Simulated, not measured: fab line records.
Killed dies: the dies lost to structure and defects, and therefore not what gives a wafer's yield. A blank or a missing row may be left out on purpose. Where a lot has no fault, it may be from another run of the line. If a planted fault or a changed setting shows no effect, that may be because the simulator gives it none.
fab line records | flow sky130
[record] lots = 7 wafers = 21 last-day = 50
route steps=708 shown METAL5@671 PASSIVATION@681
lots untouched by any fault: they come from a run of this same line in which no faults occurred
start-h: start of the lot's first displayed wafer, in hours after the record's first day | wait-h: time in hours since the lot's previous step | " the same as in the row above | L1.1+2: a single row standing in for several wafers | - no value, or no start given | * or withheld: withheld | < > ~ a bound
route shown NAME@n: names a module that has steps shown in the file, with the first one's number in the route | usual: mean/standard deviation taken from wafers without a fault | same: alike in all rows | chamber/n: place in a boat | sites: each site's reading | _std_site: the values' standard deviation | _edge_site: inner sites' mean taken away from outer sites' mean | radius-mm: how far each site lies from the wafer's centre | mask NAME#n: copy n | behind: the most recent tool/chamber to have shaped the wafer | hold: reason for holding the lot/hours on hold/outcome of the hold | device: the n, p or np transistor that did not switch | end of line: at the end of the route, the tests of the same wafers | a step given without rows: its recipe and nothing more | killed: dies lost to structure and defects at the first sort, not the wafer's yield | map: a wafer's dies, x killed, . not, _ none there
set.NAME: the setting that was run; set.NAME@STEP: the one run at that earlier step | model.NAME: the simulator's own value behind a step, which no gauge read
lots at some steps of the route; a table a step, a row a wafer
services: from which hour (start-h, from the record's first day; less than 0 if before it) a tool's chamber was out of use, for how many hours, and why
[[steps]]
[step SKY_METAL5_SOFTBAKE_10]
[recipe] temp-c = 90 time-s = 60 resist = NOVOLAK
[step SKY_METAL5_EXPOSE_11]
[recipe] mask-id = MM5 na = 0.6 source-shape = conventional sigma-outer = 0.6 polarization = unpolarized target-cd-nm = 1600 dose-mj = 190
[step SKY_METAL5_PEB_12]
[recipe] temp-c = withheld time-s = * resist = NOVOLAK
[step SKY_METAL5_DEVELOP_13]
[recipe] resist = NOVOLAK developer = TMAH develop-time-s = 60 dev-temp-c = 23
[step SKY_METAL5_DESCUM_14]
[recipe] chemistry = O2 source-power-w = 150 bias-power-w = 0 pressure-mtorr = 10 temp-c = 40 time-s = 11
[usual] drypump-motor-current-A = 5.4/0.34 oes-product-au = 1.002/0.0071
// columns lot.wafer tool chamber start-h wait-h drypump-motor-current-A oes-product-au rf-hours-counter-h
L605.2 rie-metal-04 0 1060.75 0.1 5.3 0.992 16
L605.4 " 1 " " 5.8 0.985 -
L605.5 " 1 " " 5.8 0.990 -
L611.1 rie-metal-04 0 1104.86 0.1 5.3 0.996 20
L611.2 " 1 " " 5.8 1.000 27
L611.4 " 0 " " 5.3 1.006 -
L615.1 rie-metal-01 0 1129.56 0.1 4.9 1.006 10
L615.5 " 1 " " 5.7 1.006 -
L615.6 " 0 " " 4.9 0.994 -
L617.2 rie-metal-04 0 1135.80 0.1 5.3 1.001 -
L617.4 " 0 " " 5.3 0.993 -
L617.5 " 0 " " 5.3 1.000 -
L616.2 rie-metal-03 1 1138.29 0.1 5.0 1.012 9
L616.3 " 0 " " 5.7 0.991 -
L616.5 " 1 " " 5.0 1.006 -
L622.1 rie-metal-01 1 1158.71 0.1 5.7 1.011 14
L622.3 " 0 " " 4.9 1.001 -
L622.5 " 0 " " 4.9 1.007 -
L621.1 rie-metal-01 0 1162.09 0.1 4.9 1.009 13
L621.3 " 0 " " 4.9 1.002 -
L621.6 " 0 " " 4.9 1.009 -
[step SKY_METAL5_METAL_ETCH_15]
[recipe] target-depth-a = 12600 stop-on = SiO2 over-etch-frac = 0.2 time-s = 252 chemistry = Cl2/BCl3 resist-sidewall-deg = 86 pressure-mtorr = 10 icp-w = 900 bias-w = 48.5 Cl2_flow_sccm = 60 bcl3-flow-sccm = 30
[usual] bias-w = 48.49/0.14 drypump-motor-current-A = 5.4/0.34 oes-product-au = 0.894/0.0042 throttle-valve-pct = 22.264/0.0094
// columns lot.wafer tool chamber start-h wait-h bias-w drypump-motor-current-A oes-product-au rf-hours-counter-h throttle-valve-pct
L605.2 rie-metal-04 0 1060.78 0.0 48.35 5.4 0.892 16 22.256
L605.4 " 1 " " 48.26 5.8 0.895 - 22.261
L605.5 " 1 " " 48.53 5.8 0.889 - 22.260
L611.1 rie-metal-04 0 1104.90 0.0 48.63 5.3 0.891 20 22.271
L611.2 " 1 " " 48.39 5.8 0.887 27 22.255
L611.4 " 0 " " 48.52 5.3 0.895 - 22.276
L615.1 rie-metal-01 0 1129.59 0.0 48.44 4.8 0.894 10 22.268
L615.5 " 1 " " 48.59 5.7 0.896 - 22.264
L615.6 " 0 " " 48.79 4.9 0.898 - 22.262
L617.2 rie-metal-04 0 1135.94 0.1 48.57 5.3 0.893 - 22.257
L617.4 " 0 " " 48.46 5.3 0.891 - 22.262
L617.5 " 0 " " 48.42 5.4 0.899 - 22.266
L616.2 rie-metal-03 1 1138.33 0.0 48.49 5.0 0.898 9 22.274
L616.3 " 0 " " 48.46 5.7 0.897 - 22.257
L616.5 " 1 " " 48.57 5.0 0.892 - 22.259
L622.1 rie-metal-01 1 1158.75 0.0 48.47 5.7 0.897 14 22.280
L622.3 " 0 " " 48.63 4.9 0.896 - 22.269
L622.5 " 0 " " 48.48 4.9 0.891 - 22.262
L621.1 rie-metal-01 0 1162.13 0.0 48.81 4.9 0.892 13 22.263
L621.3 " 0 " " 48.56 4.9 0.893 - 22.254
L621.6 " 0 " " 48.75 4.9 0.888 - 22.265
[step SKY_METAL5_STRIP_16]
[recipe] chemistry = O2/N2 power-w = 1400 pressure-mtorr = 1500 platen-temp-c = withheld o2-flow-sccm = 3000 n2-flow-sccm = 300 overash-fraction = 0.5
[usual] drypump-motor-current-A = 5.6/0.31 oes-product-au = 0.710/0.0046 strip-time-to-endpoint-s = 13.03/0.1
// columns lot.wafer tool chamber start-h wait-h drypump-motor-current-A oes-product-au rf-hours-counter-h strip-time-to-endpoint-s
L605.2 plasma-asher-01 1 1061.02 0.2 5.5 0.710 61 12.96
L605.4 " 1 " " 5.5 0.713 - 12.94
L605.5 " 0 " " 5.3 0.708 - 13.14
L611.1 plasma-asher-04 1 1105.13 0.2 6.3 0.714 4 12.99
L611.2 " 0 " " 5.6 0.707 4 13.08
L611.4 " 0 " " 5.6 0.714 - 13.01
L615.1 plasma-asher-01 1 1129.83 0.2 5.5 0.714 67 13.08
L615.5 " 1 " " 5.5 0.705 - 13.10
L615.6 " 0 " " 5.3 0.711 - 13.18
L617.2 plasma-asher-03 0 1136.33 0.3 5.7 0.706 40 12.92
L617.4 " 0 " " 5.7 0.709 - 13.01
L617.5 " 0 " " 5.7 0.705 - 12.89
L616.2 plasma-asher-04 1 1138.56 0.2 6.4 0.703 8 13.01
L616.3 " 1 " " 6.3 0.713 - 13.08
L616.5 " 1 " " 6.4 0.713 - 13.00
L622.1 plasma-asher-04 1 1158.98 0.2 6.3 0.709 9 12.99
L622.3 " 1 " " 6.3 0.708 - 12.95
L622.5 " 0 " " 5.6 0.716 - 13.08
L621.1 plasma-asher-01 1 1162.36 0.2 5.5 0.707 71 13.08
L621.3 " 0 " " 5.3 0.714 - 13.06
L621.6 " 0 " " 5.4 0.698 - 13.00
[step SKY_METAL5_STRIP_17]
[recipe] chemistry = post-etch-residue-remover time-s = 1200 temp-c = 72.5
[step SKY_METAL5_CLEAN_18]
[recipe] chemistry = IPA time-s = 180 temp-c = 25
[step SKY_METAL5_CLEAN_19]
[recipe] chemistry = O3/DIW dry = n2-spin
[step SKY_PASSIVATION_CVD_00]
[recipe] material = SiO2 target-thk-nm = 90 temp-c = 400 time-s = withheld rf-w = 600
[usual] heater-power-outer-w = 406/58 heater-power-w = 701/95
// columns lot.wafer tool chamber start-h wait-h heater-power-outer-w heater-power-w
L605.2 pecvd-01 1 1061.78 0.0 374 652
L605.4 " 1 " " 366 655
L605.5 " 0 " " 490 875
L611.1 pecvd-02 1 1105.72 0.0 396 675
L611.2 " 2 " " 350 566
L611.4 " 1 " " 397 686
L615.1 pecvd-01 1 1130.42 0.0 307 563
L615.5 " 1 " " 312 570
L615.6 " 2 " " 421 730
L617.2 pecvd-01 1 1136.94 0.0 379 661
L617.4 " 2 " " 448 756
L617.5 " 1 " " 280 510
L616.2 pecvd-01 2 1139.16 0.0 417 708
L616.3 " 1 " " 331 590
L616.5 " 0 " " 360 682
L622.1 pecvd-02 1 1159.57 0.0 305 564
L622.3 " 0 " " 411 736
L622.5 " 2 " " 331 527
L621.1 pecvd-04 0 1162.95 0.0 432 765
L621.3 " 2 " " 411 659
L621.6 " 2 " " 410 667
[step SKY_PASSIVATION_THK_MEAS_01]
[recipe] reads = SiO2_of_PASSIVATION_CVD_00
[usual] PASSIVATION_CVD_00_THK = 90.3/1.1
// columns lot.wafer tool chamber start-h wait-h PASSIVATION_CVD_00_THK[nm]
L605.2 film-metro-01 - 1061.81 - 89.1
L605.4 " - " " 90.9
L605.5 " - " " 89.7
L611.1 film-metro-03 - 1105.74 - 88.9
L611.2 " - " " 88.6
L611.4 " - " " 91.3
L615.1 film-metro-01 - 1130.44 - 89.7
L615.5 " - " " 91.9
L615.6 " - " " 90.7
L617.2 film-metro-03 - 1137.02 - 89.7
L617.4 " - " " 91.1
L617.5 " - " " 91.7
L616.2 film-metro-02 - 1139.19 - 89.7
L616.3 " - " " 90.6
L616.5 " - " " 91.3
L622.1 film-metro-03 - 1159.59 - 90.3
L622.3 " - " " 90.0
L622.5 " - " " 89.6
L621.1 film-metro-01 - 1162.98 - 89.1
L621.3 " - " " 90.2
L621.6 " - " " 92.3
[step SKY_PASSIVATION_CVD_02]
[recipe] material = Si3N4 target-thk-nm = 540 temp-c = 400 time-s = withheld rf-w = 450
[usual] heater-power-outer-w = 441/61 heater-power-w = 746/92
// columns lot.wafer tool chamber start-h wait-h heater-power-outer-w heater-power-w
L605.2 pecvd-04 2 1061.86 0.0 435 679
L605.4 " 0 " " 347 675
L605.5 " 2 " " 432 703
L611.1 pecvd-04 1 1105.80 0.1 531 852
L611.2 " 2 " " 457 748
L611.4 " 0 " " 342 678
L615.1 pecvd-04 1 1130.50 0.1 - -
L615.5 " 0 " " - -
L615.6 " 1 " " - -
L617.2 pecvd-02 0 1137.07 0.0 - -
L617.4 " 0 " " - -
L617.5 " 1 " " - -
L616.2 pecvd-02 1 1139.24 0.0 - -
L616.3 " 2 " " - -
L616.5 " 1 " " - -
L622.1 pecvd-01 1 1159.65 0.1 380 658
L622.3 " 0 " " 517 885
L622.5 " 2 " " 479 829
L621.1 pecvd-01 0 1163.04 0.1 493 861
L621.3 " 1 " " 398 666
L621.6 " 1 " " 394 699
[step SKY_PASSIVATION_DEHYDRATE_04]
[recipe] temp-c = 200 time-s = 60
[step SKY_PASSIVATION_HMDS_05]
[recipe] prime-time-s = 60 prime-temp-c = 120
[step SKY_PASSIVATION_COAT_06]
[recipe] spin-rpm = 2000 resist-thk-nm = 3049
[step SKY_PASSIVATION_SOFTBAKE_07]
[recipe] temp-c = 110 time-s = withheld
[step SKY_PASSIVATION_EXPOSE_08]
[recipe] mask-id = NSM target-cd-nm = 3000 na = 0.57 dose-mj = 260
[step SKY_PASSIVATION_PEB_09]
[recipe] temp-c = 115 time-s = withheld
[step SKY_PASSIVATION_DEVELOP_10]
[recipe] develop-time-s = 60 dev-temp-c = 23
[step SKY_PASSIVATION_ETCH_11]
[recipe] chemistry = CF4/O2 target-depth-nm = 725 stop-on = AlCu source-w = 800 bias-w = 150 pressure-mtorr = 150 cf4-flow-sccm = 80 O2_flow_sccm = 10 time-s = 161.1
[usual] bias-w = 150.0/0.47 drypump-motor-current-A = 5.7/0.46 oes-product-au = 0.977/0.007 throttle-valve-pct = 5.964/0.0086
// columns lot.wafer tool chamber start-h wait-h bias-w drypump-motor-current-A oes-product-au rf-hours-counter-h throttle-valve-pct model.PASSIVATION.feature-depth-nm model.etch.depth-nm
L605.2 rie-diel-03 3 1082.13 - 150.4 6.0 0.978 5 5.971 701 701
L605.4 " 1 " " 149.4 6.0 0.991 21 5.961 709.3 709.3
L605.5 " 0 " " 149.7 6.2 0.982 - 5.949 705.6 705.6
L611.1 rie-diel-03 0 1125.01 - 149.8 6.3 0.960 11 5.956 686.5 686.5
L611.2 " 2 " " 149.5 5.7 0.965 23 5.963 687.5 687.5
L611.4 " 1 " " 150.5 6.0 0.984 23 5.959 702.5 702.5
L615.1 rie-diel-02 3 1149.51 - 150.4 5.5 0.987 8 5.971 725 725
L615.5 " 3 " " 149.8 5.5 0.989 - 5.969 725 725
L615.6 " 0 " " 149.2 5.1 0.992 - 5.978 725 725
L617.2 rie-diel-03 3 1155.90 - 150.0 6.0 0.989 8 5.967 715.8 715.8
L617.4 " 2 " " 149.2 5.7 0.993 24 5.944 724 724
L617.5 " 2 " " 149.5 5.7 0.987 - 5.980 725 725
L616.2 rie-diel-02 2 1157.85 - 149.7 6.0 0.987 28 5.987 723.5 723.5
L616.3 " 1 " " 150.4 5.2 0.987 26 5.984 723.9 723.9
L616.5 " 1 " " 149.8 5.2 0.986 - 5.972 724.5 724.5
L622.1 rie-diel-02 3 1176.66 - 149.7 5.5 0.971 9 5.966 698 698
L622.3 " 0 " " 150.4 5.2 0.975 13 5.961 704.5 704.5
L622.5 " 2 " " 149.6 6.1 0.978 - 5.955 712.8 712.8
L621.1 rie-diel-03 1 1179.73 - 149.7 6.0 0.974 26 5.954 701.4 701.4
L621.3 " 3 " " 150.5 5.9 0.967 9 5.970 699.5 699.5
L621.6 " 2 " " 150.9 5.7 0.979 - 5.969 706.3 706.3
[step SKY_PASSIVATION_STRIP_12]
[recipe] chemistry = O2/N2 power-w = 1400 pressure-mtorr = 1500 platen-temp-c = withheld overash-fraction = 0.7 o2-flow-sccm = 3000 n2-flow-sccm = 300
[usual] drypump-motor-current-A = 5.6/0.33 oes-product-au = 0.662/0.0044 strip-time-to-endpoint-s = 32.04/0.11
// columns lot.wafer tool chamber start-h wait-h drypump-motor-current-A oes-product-au rf-hours-counter-h strip-time-to-endpoint-s
L605.2 plasma-asher-01 1 1082.24 0.1 5.5 0.660 63 32.09
L605.4 " 0 " " 5.3 0.668 - 31.92
L605.5 " 0 " " 5.4 0.668 - 31.97
L611.1 plasma-asher-03 1 1125.12 0.1 5.3 0.662 38 32.06
L611.2 " 0 " " 5.7 0.662 38 31.99
L611.4 " 1 " " 5.3 0.661 - 31.97
L615.1 plasma-asher-01 1 1149.62 0.1 5.5 0.668 70 31.99
L615.5 " 0 " " 5.3 0.654 - 32.08
L615.6 " 1 " " 5.5 0.659 - 31.92
L617.2 plasma-asher-03 0 1156.00 0.1 5.7 0.660 41 31.97
L617.4 " 0 " " 5.7 0.659 - 31.95
L617.5 " 1 " " 5.3 0.668 - 31.96
L616.2 plasma-asher-03 1 1157.95 0.1 5.2 0.664 42 32.04
L616.3 " 0 " " 5.7 0.664 - 31.98
L616.5 " 1 " " 5.3 0.666 - 31.99
L622.1 plasma-asher-01 1 1176.77 0.1 5.5 0.654 72 31.84
L622.3 " 1 " " 5.5 0.668 - 31.87
L622.5 " 0 " " 5.3 0.654 - 31.88
L621.1 plasma-asher-01 0 1179.84 0.1 5.4 0.662 73 32.11
L621.3 " 0 " " 5.3 0.664 - 32.15
L621.6 " 0 " " 5.3 0.660 - 32.11
[[services]]
// columns tool chamber start-h hours kind
plasma-asher-01 - 1044.02 2.3 repair
pecvd-01 - 1046.92 2.8 pm
plasma-asher-04 - 1055.25 9.0 pm
rie-diel-03 - 1057.45 0.3 repair
rie-metal-01 - 1061.38 2.8 pm
rie-diel-02 2 1067.50 15.1 repair
plasma-asher-01 - 1070.74 0.4 repair
rie-metal-03 - 1086.78 10.4 repair
rie-diel-03 0 1094.16 14.0 repair
plasma-asher-03 - 1094.23 1.4 repair
rie-metal-01 - 1101.92 14.6 pm
pecvd-01 0 1102.99 5.5 repair
rie-metal-04 1 1121.73 - clean
rie-metal-04 1 1121.73 - consumable-replace:focus-ring
rie-metal-04 1 1121.73 21.3 scheduled-down
rie-metal-04 1 1121.73 21.3 vent-cycle
plasma-asher-01 - 1124.36 2.8 repair
rie-diel-02 - 1124.93 14.6 pm
rie-metal-04 - 1136.33 2.8 pm
rie-diel-03 - 1139.64 1.5 repair
rie-diel-02 0 1142.84 2.6 repair
pecvd-04 - 1153.40 1.7 repair
pecvd-04 - 1170.59 0.2 repair
rie-diel-02 - 1177.95 2.8 pm
[[key]]
[first-sign] step = SKY_PASSIVATION_CVD_02 reading = tool-record direction = missing
effect none on later readings
[model-effect] step = SKY_PASSIVATION_ETCH_11 value = PASSIVATION.feature-depth-nm without = 708.1 struck = 723.5
met-at SKY_PASSIVATION_CVD_02
struck-wafers L615.1,L615.5,L615.6,L616.2,L616.3,L616.5,L617.2,L617.4,L617.5
later-rows-left-out L615.1,L615.5,L615.6,L616.2,L616.3,L616.5,L617.2,L617.4,L617.5
sort-left-out L615.1,L615.5,L615.6,L616.2,L616.3,L616.5,L617.2,L617.4,L617.5
onset-between 1105.80 1130.50
[fault] kind = skipped-step-whole tool = pecvd-02,pecvd-04 chamber = - onset-h = 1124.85 steps = SKY_PASSIVATION_CVD_02 scope = struck-lots-only
// sort-left-out: the simulated sort isn't trusted on such a fault, so these wafers' sort isn't shown, and their yield isn't known
// later-rows-left-out: the simulator's readings of these wafers behind a module that went badly wrong aren't trusted and aren't shown, but for the sort
